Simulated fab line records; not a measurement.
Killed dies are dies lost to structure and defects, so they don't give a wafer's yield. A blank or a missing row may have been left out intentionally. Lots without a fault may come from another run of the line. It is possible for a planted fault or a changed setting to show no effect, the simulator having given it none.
Chamber matching || flow sky130 || SKY_PASSIVATION_CVD_02 on pecvd-02: 3 sister chambers
The step deposits Si3N4, target thk 540 nm. 3 wafers are shown with their chamber, then 8 later ones without.

EACH WAFER AND ITS CHAMBER
{"wafer": "L826.4", "chamber": 0, "heater_power_w (W)": 891}
{"wafer": "L832.5", "chamber": 1, "heater_power_w (W)": 649}
{"wafer": "L835.3", "chamber": 2, "heater_power_w (W)": 739}

WAFERS WITHOUT THEIR CHAMBER
{"wafer": "L835.4", "heater_power_w (W)": 759}
{"wafer": "L835.6", "heater_power_w (W)": 770}
{"wafer": "L836.3", "heater_power_w (W)": 813}
{"wafer": "L836.4", "heater_power_w (W)": 844}
{"wafer": "L836.5", "heater_power_w (W)": 681}
{"wafer": "L837.2", "heater_power_w (W)": 667}
{"wafer": "L837.3", "heater_power_w (W)": 713}
{"wafer": "L837.6", "heater_power_w (W)": 902}

THE CHAMBER EACH PASSED THROUGH
{"wafer": "L835.4", "from the rows above": 2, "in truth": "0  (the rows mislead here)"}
{"wafer": "L835.6", "from the rows above": 2, "in truth": 2}
{"wafer": "L836.3", "from the rows above": "can't be placed: 2 or 0", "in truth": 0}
{"wafer": "L836.4", "from the rows above": "can't be placed: 0 or 2", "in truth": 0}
{"wafer": "L836.5", "from the rows above": "can't be placed: 1 or 2", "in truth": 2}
{"wafer": "L837.2", "from the rows above": "can't be placed: 1 or 2", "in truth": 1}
{"wafer": "L837.3", "from the rows above": "can't be placed: 2 or 1", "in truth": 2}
{"wafer": "L837.6", "from the rows above": 0, "in truth": 0}
Placed correctly: 2 of 8. These rows do not allow placing 5 (true chamber among the candidates in 5). Placed wrongly: 1.
How it was worked out, from the rows above alone: a wafer's distance from a chamber is the root of the sum, over the readings, of the square of ((its reading less the chamber's mean) divided by the reading's scatter). If the next closest chamber is less than 2 further off than the closest, the wafer can't be placed; otherwise it belongs to the closest. For every chamber, the mean is computed from those of its wafers that are shown. The scatter (one wafer shown for each chamber): square how far every hidden wafer sits from the nearest shown wafer, average those squares and take the square root.
